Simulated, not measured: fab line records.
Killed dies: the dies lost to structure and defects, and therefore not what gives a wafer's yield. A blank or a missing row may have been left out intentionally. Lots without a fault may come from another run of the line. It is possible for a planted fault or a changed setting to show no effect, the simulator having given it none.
The tool behind it: which one? | flow gf180mcu | 24 lots with 72 wafers sampled at 6 steps, on a route of 602 steps

WHAT THE GAUGES READ, wafer by wafer
GF_V2_BOW_MEAS_05. Usual: V2_BOW gives 102 um (standard deviation 8.5).
lot  | measured     | on            | V2_BOW (um) | flag
L074 | day 19 06:44 | film_metro-01 | 107 105 116 |
L075 | day 19 08:45 | film_metro-01 | 103 105 106 |
L076 | day 19 18:25 | film_metro-01 | 88 96 87    |
L077 | day 20 12:56 | film_metro-04 | 103 93 101  |
L078 | day 20 14:00 | film_metro-04 | 103 86 96   |
L079 | day 20 22:10 | film_metro-02 | 109 104 95  |
L080 | day 21 13:17 | film_metro-02 | 93 94 112   |
L081 | day 21 16:20 | film_metro-02 | 101 95 102  |
L082 | day 22 02:01 | film_metro-02 | 103 104 93  |
L083 | day 22 08:08 | film_metro-01 | 91 103 108  |
L084 | day 22 19:34 | film_metro-01 | 106 97 98   |
L085 | day 23 06:07 | film_metro-04 | 82 95 99    |
L086 | day 23 10:54 | film_metro-01 | 96 96 103   |
L087 | day 24 06:49 | film_metro-02 | 97 110 106  |
L088 | day 24 11:36 | film_metro-02 | 90 95 90    |
L089 | day 24 18:38 | film_metro-02 | 106 105 97  |
L090 | day 25 03:34 | film_metro-01 | 112 115 100 |
L091 | day 25 07:31 | film_metro-02 | 112 116 103 |
L092 | day 25 16:29 | film_metro-02 | 104 104 99  |
L093 | day 26 05:50 | film_metro-02 | 116 107 110 |
L094 | day 26 06:26 | film_metro-01 | 112 100 115 |
L095 | day 26 10:25 | film_metro-02 | 93 93 124   |
L096 | day 27 06:20 | film_metro-02 | 113 113 122 |
L097 | day 27 09:41 | film_metro-02 | 102 98 91   |

GF_M3_RS_MEAS_05: measurement is done with a four-point probe. Usual: M3_ALCU_RS gives 0.0693 ohm/sq (standard deviation 0.00084).
lot  | measured     | on            | M3_ALCU_RS (ohm/sq)  | flag
L074 | day 20 09:04 | film_metro-04 | 0.0692 0.0689 0.0687 |
L075 | day 20 10:31 | film_metro-03 | 0.0691 0.0699 0.0699 |
L076 | day 20 20:13 | film_metro-04 | 0.0691 0.0693 0.0691 |
L077 | day 21 14:53 | film_metro-03 | 0.0692 0.0692 0.0689 |
L078 | day 21 15:17 | film_metro-01 | 0.0688 0.0688 0.0690 |
L079 | day 21 23:49 | film_metro-03 | 0.0686 0.0687 0.0691 |
L080 | day 22 14:34 | film_metro-01 | 0.0691 0.0691 0.0696 |
L081 | day 22 17:27 | film_metro-03 | 0.0693 0.0687 0.0681 |
L082 | day 23 02:22 | film_metro-03 | 0.0693 0.0688 0.0689 |
L083 | day 23 09:34 | film_metro-01 | 0.0705 0.0697 0.0696 |
L084 | day 23 19:30 | film_metro-01 | 0.0691 0.0692 0.0690 |
L085 | day 24 06:27 | film_metro-03 | 0.0696 0.0698 0.0688 |
L086 | day 24 10:31 | film_metro-03 | 0.0668 0.0671 0.0673 |
L087 | day 25 06:28 | film_metro-01 | 0.0704 0.0705 0.0704 |
L088 | day 25 10:37 | film_metro-03 | 0.0680 0.0682 0.0682 |
L089 | day 25 17:32 | film_metro-01 | 0.0699 0.0689 0.0697 |
L090 | day 26 02:23 | film_metro-03 | 0.0697 0.0701 0.0703 |
L091 | day 26 07:12 | film_metro-01 | 0.0699 0.0700 0.0704 |
L092 | day 26 15:04 | film_metro-03 | 0.0701 0.0705 0.0702 |
L093 | day 27 04:10 | film_metro-04 | 0.0716 0.0715 0.0716 |
L094 | day 27 04:31 | film_metro-03 | 0.0701 0.0692 0.0694 |
L095 | day 27 09:26 | film_metro-04 | 0.0687 0.0689 0.0693 |
L096 | day 28 04:12 | film_metro-01 | 0.0693 0.0691 0.0694 |
L097 | day 28 07:39 | film_metro-03 | 0.0693 0.0686 0.0688 |

GF_V4_THK_MEAS_03. Usual: V4_CVD_02_THK gives 847 nm (standard deviation 9.2).
lot  | measured     | on            | V4_CVD_02_THK (nm) | flag
L074 | day 23 11:34 | film_metro-04 | 845 850 861        |
L075 | day 23 13:11 | film_metro-04 | 844 849 857        |
L076 | day 23 22:12 | film_metro-02 | 840 841 855        |
L077 | day 24 15:10 | film_metro-01 | 845 858 853        |
L078 | day 24 15:26 | film_metro-04 | 831 840 844        |
L079 | day 24 23:11 | film_metro-02 | 842 852 851        |
L080 | day 25 12:56 | film_metro-02 | 844 850 850        |
L081 | day 25 15:34 | film_metro-04 | 838 846 832        |
L082 | day 25 22:55 | film_metro-04 | 848 854 846        |
L083 | day 26 06:35 | film_metro-01 | 851 842 863        |
L084 | day 26 16:09 | film_metro-02 | 849 851 865        |
L085 | day 27 02:11 | film_metro-01 | 833 851 837        |
L086 | day 27 05:22 | film_metro-01 | 844 853 861        |
L087 | day 28 00:21 | film_metro-02 | 820 824 838        |
L088 | day 28 04:54 | film_metro-01 | 831 838 860        |
L089 | day 28 10:05 | film_metro-01 | 833 867 850        |
L090 | day 28 19:08 | film_metro-01 | 844 849 851        |
L091 | day 28 22:58 | film_metro-02 | 846 847 856        |
L092 | day 29 06:59 | film_metro-04 | 839 840 854        |
L093 | day 29 17:34 | film_metro-02 | 846 840 843        |
L094 | day 29 18:40 | film_metro-04 | 846 849 849        |
L095 | day 29 23:54 | film_metro-04 | 833 848 856        |
L096 | day 30 16:20 | film_metro-04 | 838 860 861        |
L097 | day 30 19:28 | film_metro-02 | 835 835 845        |

GF_MIM_THK_MEAS_11: measures by xrf. Usual: MIM_ALCU_THK gives 196.8 nm (standard deviation 2.4).
lot  | measured     | on            | MIM_ALCU_THK (nm) | flag
L074 | day 24 12:23 | film_metro-01 | 198.8 195.8 198.6 |
L075 | day 24 20:44 | film_metro-01 | 190.3 193.1 191.7 |
L076 | day 24 22:44 | film_metro-03 | 195.4 198.0 200.4 |
L077 | day 25 15:10 | film_metro-01 | 198.4 200.3 199.9 |
L078 | day 25 15:31 | film_metro-01 | 194.5 194.5 197.5 |
L079 | day 25 22:31 | film_metro-04 | 199.2 194.2 197.6 |
L080 | day 26 12:33 | film_metro-04 | 197.6 199.8 198.5 |
L081 | day 26 15:02 | film_metro-01 | 198.1 195.1 194.2 |
L082 | day 26 22:11 | film_metro-01 | 195.8 191.7 195.9 |
L083 | day 27 05:34 | film_metro-03 | 199.0 197.0 196.2 |
L084 | day 27 14:56 | film_metro-04 | 199.3 195.6 196.7 |
L085 | day 28 00:42 | film_metro-04 | 200.3 202.6 202.1 |
L086 | day 28 03:35 | film_metro-04 | 198.5 196.3 198.2 |
L087 | day 28 21:59 | film_metro-03 | 198.0 197.3 195.4 |
L088 | day 29 03:07 | film_metro-01 | 194.3 193.7 195.0 |
L089 | day 29 08:59 | film_metro-04 | 200.0 197.0 196.7 |
L090 | day 29 16:05 | film_metro-01 | 192.8 192.2 194.3 |
L091 | day 29 20:11 | film_metro-01 | 197.0 197.5 196.1 |
L092 | day 30 04:43 | film_metro-03 | 196.3 196.1 196.9 |
L093 | day 30 14:43 | film_metro-04 | 196.5 198.5 200.1 |
L094 | day 30 15:30 | film_metro-01 | 195.8 196.9 197.2 |
L095 | day 30 20:28 | film_metro-01 | 196.6 194.1 194.1 |
L096 | day 31 12:08 | film_metro-01 | 195.3 194.4 197.7 |
L097 | day 31 15:23 | film_metro-04 | 196.4 195.6 196.2 |

WHAT TOOL EACH LOT RAN ON (gives the tool, then ch and the chambers of the sampled wafers, and finally the start)
lot  | GF_M3_SPUTTER_00             | GF_V3_CMP_04
L074 | pvd_sputter-01, day 20 08:50 | cmp-02 ch 0,2,3, day 21 10:05
L075 | pvd_sputter-02, day 20 10:17 | cmp-02 ch 0,2,3, day 21 11:30
L076 | pvd_sputter-02, day 20 19:58 | cmp-02 ch 0,1,2, day 21 21:19
L077 | pvd_sputter-01, day 21 14:40 | cmp-02 ch 0,2,3, day 22 15:20
L078 | pvd_sputter-04, day 21 15:04 | cmp-01 ch 1,2,3, day 22 15:51
L079 | pvd_sputter-01, day 21 23:35 | cmp-01 ch 0,2,3, day 23 00:11
L080 | pvd_sputter-01, day 22 14:19 | cmp-01 ch 1,2,3, day 23 14:01
L081 | pvd_sputter-01, day 22 17:14 | cmp-01 ch 0,1,2, day 23 17:20
L082 | pvd_sputter-04, day 23 02:08 | cmp-02 ch 0,1,3, day 24 01:41
L083 | pvd_sputter-01, day 23 09:20 | cmp-02 ch 0,1,2, day 24 08:48
L084 | pvd_sputter-04, day 23 19:17 | cmp-02 ch 0,2,3, day 24 18:50
L085 | pvd_sputter-01, day 24 06:13 | cmp-02 ch 0,1,2, day 25 05:17
L086 | pvd_sputter-01, day 24 10:16 | cmp-02 ch 0,1,3, day 25 08:55
L087 | pvd_sputter-04, day 25 06:14 | cmp-02 ch 0,1,2, day 26 04:59
L088 | pvd_sputter-01, day 25 10:22 | cmp-01 ch 1,2,3, day 26 08:44
L089 | pvd_sputter-01, day 25 17:19 | cmp-02 ch 0,1, day 26 15:51
L090 | pvd_sputter-04, day 26 02:09 | cmp-01 ch 0,2,3, day 27 00:46
L091 | pvd_sputter-04, day 26 06:56 | cmp-01 ch 2,3, day 27 04:58
L092 | pvd_sputter-02, day 26 14:50 | cmp-01 ch 0,1,2, day 27 12:42
L093 | pvd_sputter-02, day 27 03:56 | cmp-02 ch 1,2,3, day 28 00:13
L094 | pvd_sputter-01, day 27 04:15 | cmp-02 ch 0,3, day 28 01:26
L095 | pvd_sputter-02, day 27 09:11 | cmp-02 ch 1,2, day 28 06:40
L096 | pvd_sputter-04, day 28 03:59 | cmp-01 ch 2,3, day 29 01:17
L097 | pvd_sputter-02, day 28 07:26 | cmp-01 ch 1,2, day 29 03:44
- GF_M3_SPUTTER_00: material Ti, target thk 37.5 nm, time 150 s.
- GF_V3_CMP_04: polishes SiO2.

AS READ BY THE TOOLS THEMSELVES (means over the sampled wafers that have a number; for cases with no such wafer, the mark the record gives instead)
GF_M3_SPUTTER_00. Usual: throttle_valve_pct 29.9 %, standard deviation 0.89.
lot  | tool           | throttle_valve_pct (%) | flag
L074 | pvd_sputter-01 | 29.9                   |
L075 | pvd_sputter-02 | 29.9                   |
L076 | pvd_sputter-02 | 30.6                   |
L077 | pvd_sputter-01 | 29.7                   |
L078 | pvd_sputter-04 | 29.6                   |
L079 | pvd_sputter-01 | 29.8                   |
L080 | pvd_sputter-01 | 30.0                   |
L081 | pvd_sputter-01 | 29.9                   |
L082 | pvd_sputter-04 | 28.8                   |
L083 | pvd_sputter-01 | 30.6                   |
L084 | pvd_sputter-04 | 28.9                   |
L085 | pvd_sputter-01 | 29.9                   |
L086 | pvd_sputter-01 | 30.7                   |
L087 | pvd_sputter-04 | 29.0                   |
L088 | pvd_sputter-01 | 29.9                   |
L089 | pvd_sputter-01 | 30.4                   |
L090 | pvd_sputter-04 | 28.8                   |
L091 | pvd_sputter-04 | 29.3                   |
L092 | pvd_sputter-02 | 29.6                   |
L093 | pvd_sputter-02 | 30.3                   |
L094 | pvd_sputter-01 | 30.6                   |
L095 | pvd_sputter-02 | 30.0                   |
L096 | pvd_sputter-04 | 30.5                   |
L097 | pvd_sputter-02 | 30.2                   |

GF_V3_CMP_04. Usual: edge_zone_pressure_frac 1.000, standard deviation 0.0051; motor_current_A 11.7 A, standard deviation 1.4; time_to_endpoint_s 81 s, standard deviation 4.9.
lot  | tool   | edge_zone_pressure_frac | motor_current_A (A) | time_to_endpoint_s (s) | flag
L074 | cmp-02 | 0.995                   | 12.3                | 79                     |
L075 | cmp-02 | 1.003                   | 12.1                | 84                     |
L076 | cmp-02 | 1.001                   | 12.2                | 79                     |
L077 | cmp-02 | 1.005                   | 11.9                | 84                     |
L078 | cmp-01 | 1.009                   | 11.1                | 81                     |
L079 | cmp-01 | 0.999                   | 10.7                | 78                     |
L080 | cmp-01 | 0.996                   | 10.8                | 86                     |
L081 | cmp-01 | 1.001                   | 12.0                | 85                     |
L082 | cmp-02 | 0.997                   | 11.6                | 87                     |
L083 | cmp-02 | 0.998                   | 12.0                | 85                     |
L084 | cmp-02 | 0.998                   | 11.8                | 82                     |
L085 | cmp-02 | 1.000                   | 12.0                | 78                     |
L086 | cmp-02 | 1.003                   | 11.7                | 85                     |
L087 | cmp-02 | 1.000                   | 12.5                | 79                     |
L088 | cmp-01 | 0.999                   | 11.0                | 81                     |
L089 | cmp-02 | 1.006                   | 12.8                | 85                     |
L090 | cmp-01 | 0.996                   | 11.0                | 82                     |
L091 | cmp-01 | 1.002                   | 10.0                | 77                     |
L092 | cmp-01 | 0.997                   | 11.8                | 76                     |
L093 | cmp-02 | 0.996                   | 11.6                | 78                     |
L094 | cmp-02 | 1.005                   | 12.3                | 78                     |
L095 | cmp-02 | 0.999                   | 12.1                | 90                     |
L096 | cmp-01 | 0.998                   | 9.7                 | 74                     |
L097 | cmp-01 | 1.000                   | 12.3                | 80                     |

THE ANSWER, worked out from the rows above alone
Rule: take the mean of a lot's wafers that have a number; if it is more than 3 standard deviations from the usual mean, the lot is off. Also off: a lot with no number at a reading for which 4 or more lots have one. Where the step has rows for the other lots, those lots are counted as sound. Order of review: gauges by route order, followed by the tools' own readings, for which a lot's mean as printed above is used. At the first step where some lot is off, the reading lying furthest off is the one used; lots without a number count as furthest.
None of the lots is off at any reading shown; this tells nothing.

WHAT HAD BEEN PUT IN BY THE SIMULATOR
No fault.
